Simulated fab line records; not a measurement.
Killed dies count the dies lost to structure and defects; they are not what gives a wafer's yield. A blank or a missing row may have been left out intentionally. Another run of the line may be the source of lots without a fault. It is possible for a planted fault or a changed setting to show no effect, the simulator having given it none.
Matching of chambers || flow sky130 || 4 sister chambers for SKY_VIA1_CMP_02 on cmp-01
The step polishes SiO2. 16 wafers are shown with their chamber, then 8 later ones without.

== EACH WAFER AND ITS CHAMBER ==
{"wafer": "L162.1", "chamber": 0, "motor-current-A (A)": 12.6, "retaining-ring-pressure-frac": 1.005}
{"wafer": "L162.2", "chamber": 3, "motor-current-A (A)": 12.2, "retaining-ring-pressure-frac": 0.998}
{"wafer": "L162.3", "chamber": 2, "motor-current-A (A)": 9.1, "retaining-ring-pressure-frac": 1.002}
{"wafer": "L164.1", "chamber": 1, "motor-current-A (A)": 13.0, "retaining-ring-pressure-frac": 0.996}
{"wafer": "L164.3", "chamber": 2, "motor-current-A (A)": 9.3, "retaining-ring-pressure-frac": 1.001}
{"wafer": "L164.6", "chamber": 2, "motor-current-A (A)": 9.1, "retaining-ring-pressure-frac": 0.997}
{"wafer": "L168.3", "chamber": 2, "motor-current-A (A)": 9.1, "retaining-ring-pressure-frac": 1.004}
{"wafer": "L168.4", "chamber": 1, "motor-current-A (A)": 13.1, "retaining-ring-pressure-frac": 0.998}
{"wafer": "L168.5", "chamber": 0, "motor-current-A (A)": 13.1, "retaining-ring-pressure-frac": 1.005}
{"wafer": "L170.4", "chamber": 0, "motor-current-A (A)": 12.4, "retaining-ring-pressure-frac": 1.003}
{"wafer": "L170.5", "chamber": 2, "motor-current-A (A)": 9.1, "retaining-ring-pressure-frac": 1.000}
{"wafer": "L170.6", "chamber": 1, "motor-current-A (A)": 13.3, "retaining-ring-pressure-frac": 0.997}
{"wafer": "L175.1", "chamber": 1, "motor-current-A (A)": 12.8, "retaining-ring-pressure-frac": 1.006}
{"wafer": "L175.2", "chamber": 3, "motor-current-A (A)": 12.4, "retaining-ring-pressure-frac": 1.002}
{"wafer": "L175.4", "chamber": 2, "motor-current-A (A)": 8.4, "retaining-ring-pressure-frac": 0.999}
{"wafer": "L177.2", "chamber": 1, "motor-current-A (A)": 12.6, "retaining-ring-pressure-frac": 0.998}

SIGNATURES, as means of the wafers listed above
{"reading": "motor-current-A", "chamber 0": 12.700, "chamber 1": 12.960, "chamber 2": 9.017, "chamber 3": 12.300, "scatter within a chamber": 0.297}
{"reading": "retaining-ring-pressure-frac", "chamber 0": 1.00433, "chamber 1": 0.99900, "chamber 2": 1.00050, "chamber 3": 1.00000, "scatter within a chamber": 0.00295}
Rule: for a wafer and a chamber, the distance is found by dividing, reading by reading, the gap between the wafer's reading and the chamber's mean by the reading's scatter, squaring, summing and taking the root. The wafer belongs to the nearest chamber; if the next one is less than 2 further off, it can't be placed. The scatter: the root of (the sum of the squares of (reading less its chamber's mean) over the shown wafers, divided by (wafers less chambers)).

== WAFERS WHOSE CHAMBER IS MISSING ==
{"wafer": "L177.4", "motor-current-A (A)": 12.7, "retaining-ring-pressure-frac": 0.993}
{"wafer": "L177.6", "motor-current-A (A)": 9.3, "retaining-ring-pressure-frac": 0.993}
{"wafer": "L184.2", "motor-current-A (A)": 12.5, "retaining-ring-pressure-frac": 0.997}
{"wafer": "L184.3", "motor-current-A (A)": 13.0, "retaining-ring-pressure-frac": 1.006}
{"wafer": "L184.5", "motor-current-A (A)": 12.8, "retaining-ring-pressure-frac": 1.006}
{"wafer": "L185.1", "motor-current-A (A)": 13.6, "retaining-ring-pressure-frac": 1.003}
{"wafer": "L185.4", "motor-current-A (A)": 8.7, "retaining-ring-pressure-frac": 1.005}
{"wafer": "L185.5", "motor-current-A (A)": 13.0, "retaining-ring-pressure-frac": 0.999}

== CHAMBER TAKEN BY EACH ==
{"wafer": "L177.4", "from the rows above": "can't be placed: 1 or 3 or 0", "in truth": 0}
{"wafer": "L177.6", "from the rows above": 2, "in truth": 2}
{"wafer": "L184.2", "from the rows above": "can't be placed: 3 or 1 or 0", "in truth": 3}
{"wafer": "L184.3", "from the rows above": "can't be placed: 0 or 1 or 3", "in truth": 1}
{"wafer": "L184.5", "from the rows above": "can't be placed: 0 or 1 or 3", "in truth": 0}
{"wafer": "L185.1", "from the rows above": "can't be placed: 1 or 0 or 3", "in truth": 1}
{"wafer": "L185.4", "from the rows above": 2, "in truth": 2}
{"wafer": "L185.5", "from the rows above": "can't be placed: 1 or 0", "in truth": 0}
2 of 8 placed correctly. These rows do not allow placing 6 (true chamber among the candidates in 6). Number placed wrongly: 0.
